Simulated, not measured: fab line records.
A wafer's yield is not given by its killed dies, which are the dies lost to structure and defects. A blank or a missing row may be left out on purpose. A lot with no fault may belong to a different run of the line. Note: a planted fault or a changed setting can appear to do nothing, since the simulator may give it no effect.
One fault seen from 2 desks :: flow gf180mcu :: every desk sees just its own numbers, and what lay behind them comes last

## FROM THE METROLOGY DESK
What the gauges read, lot by lot, whatever tool the lot ran on: means of the sampled wafers that have a number. The brackets show how far a lot's mean lies from the usual mean; more than 4 standard deviations puts the lot out of limits, marked OUT.
Columns: A = V5_OVL at GF_V5_OVL_MEAS_15, usual 2 nm
lot: L141
first seen here: day 27 04:55
A: 9

lot: L142
first seen here: day 27 12:25
A: -1

lot: L144
first seen here: day 28 08:52
A: 4

lot: L145
first seen here: day 28 15:52
A: 3

lot: L147
first seen here: day 29 01:57
A: -3

lot: L148
first seen here: day 29 09:04
A: 4

lot: L150
first seen here: day 30 03:25
A: 5

lot: L151
first seen here: day 30 13:28
A: 2

lot: L152
first seen here: day 30 19:10
A: 1

lot: L159
first seen here: day 32 19:01
A: 2

lot: L160
first seen here: day 33 04:37
A: 2

lot: L162
first seen here: day 33 05:33
A: 6

lot: L163
first seen here: day 33 14:19
A: 5

lot: L164
first seen here: day 33 17:26
A: -4
This desk's verdict: no lot among the 14 shows anything out of limits.

## FOR THE TOOL OWNER'S DESK: litho track-04
The tool's own readings at GF_V5_DEVELOP_13 (develop time 60 s): means of the sampled wafers that have a number, for each lot that ran on this tool. The brackets show how far a lot's mean lies from the usual mean; more than 4 standard deviations puts the lot out of limits, marked OUT.
Columns: A = developer temp C at GF_V5_DEVELOP_13, usual 20.99 C
lot: L141
first seen here: day 27 04:41
A: 21.06

lot: L142
first seen here: day 27 12:08
A: 21.04

lot: L144
first seen here: day 28 08:37
A: 20.92

lot: L148
first seen here: day 29 08:47
A: 21.11

lot: L150
first seen here: day 30 03:11
A: 20.95

lot: L151
first seen here: day 30 13:11
A: 21.94 (+8.6) OUT

lot: L152
first seen here: day 30 18:53
A: 21.80 (+7.3) OUT

lot: L163
first seen here: day 33 14:05
A: 21.01
Finding of this desk: L151, L152 out of limits; the first was L151 at day 30 13:11, on developer temp C at GF_V5_DEVELOP_13. In limits: L141, L142, L144, L148, L150, L163.

## PUT TOGETHER
An alarm could have come from the tool owner's desk at day 30 13:11, on L151, L152.
The metrology desk saw nothing out of limits.
The metrology desk holds a record of L151, L152, inside its limits.
On litho track-04, each named lot ran GF_V5_DEVELOP_13.

## WHAT HAD BEEN PUT IN BY THE SIMULATOR
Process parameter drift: litho track-04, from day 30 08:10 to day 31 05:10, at GF_V5_DEVELOP_13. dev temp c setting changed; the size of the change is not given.
Lots struck among those shown: L151, L152.
Hours from the fault's start to each desk's first reading out of limits: the tool owner's desk, 5.
